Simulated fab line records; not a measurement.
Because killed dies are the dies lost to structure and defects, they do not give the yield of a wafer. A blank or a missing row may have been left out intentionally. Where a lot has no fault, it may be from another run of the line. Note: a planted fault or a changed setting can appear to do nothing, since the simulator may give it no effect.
Matching of chambers    flow gf180mcu    4 sister chambers for GF_V4_ETCH_16 on rie-diel-01
The step etches BARC in N2/H2. 14 wafers are shown with their chamber, then 7 later ones without.

## EACH WAFER AND ITS CHAMBER
wafer   chamber  rf-fwd-power-W (W)  oes-product-au (a.u.)  throttle-valve-pct (%)
L583.2  1        495.8               0.857                  13.222
L583.3  0        496.6               0.851                  13.216
L583.4  1        495.1               0.851                  13.233
L585.3  0        497.5               0.854                  13.235
L585.4  3        494.6               0.857                  13.232
L585.6  0        495.6               0.857                  13.221
L586.2  0        495.7               0.862                  13.239
L586.4  0        495.7               0.854                  13.216
L586.6  1        494.3               0.852                  13.231
L599.4  1        495.5               0.855                  13.235
L599.5  3        494.0               0.861                  13.225
L599.6  0        494.5               0.861                  13.234
L600.3  0        494.0               0.855                  13.211
L600.4  2        494.2               0.856                  13.235

SIGNATURES, as means of the wafers listed above
reading             chamber 0  chamber 1  chamber 2  chamber 3  scatter within a chamber
rf-fwd-power-W      495.657    495.175    494.200    494.300    0.991
oes-product-au      0.85629    0.85375    0.85600    0.85900    0.00355
throttle-valve-pct  13.22457   13.23025   13.23500   13.22850   0.00934
Rule: for a wafer and a chamber, the distance is found by dividing, reading by reading, the gap between the wafer's reading and the chamber's mean by the reading's scatter, squaring, summing and taking the root. The wafer belongs to the nearest chamber; if the next one is less than 2 further off, it can't be placed. The scatter is the square root of a quotient: the sum, over the shown wafers, of each reading's squared deviation from its chamber's mean, divided by wafers minus chambers.

## WAFERS WITH NO CHAMBER GIVEN
wafer   rf-fwd-power-W (W)  oes-product-au (a.u.)  throttle-valve-pct (%)
L600.6  492.5               0.857                  13.234
L604.1  497.0               0.859                  13.213
L604.4  492.0               0.850                  13.232
L604.5  495.2               0.845                  13.222
L605.1  494.5               0.858                  13.207
L605.4  496.0               0.856                  13.226
L605.5  494.4               0.856                  13.218

## CHAMBER TAKEN BY EACH
wafer   from the rows above                in truth
L600.6  can't be placed: 2 or 3 or 1 or 0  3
L604.1  can't be placed: 0 or 1 or 3 or 2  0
L604.4  can't be placed: 2 or 1 or 3 or 0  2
L604.5  can't be placed: 1 or 0 or 2 or 3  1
L605.1  can't be placed: 0 or 3 or 1 or 2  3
L605.4  can't be placed: 0 or 1 or 3 or 2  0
L605.5  can't be placed: 3 or 0 or 1 or 2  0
Correct placement for 0 of the 7. From these rows, 7 cannot be placed; in 7 the true chamber is one of the candidates. Number placed wrongly: 0.
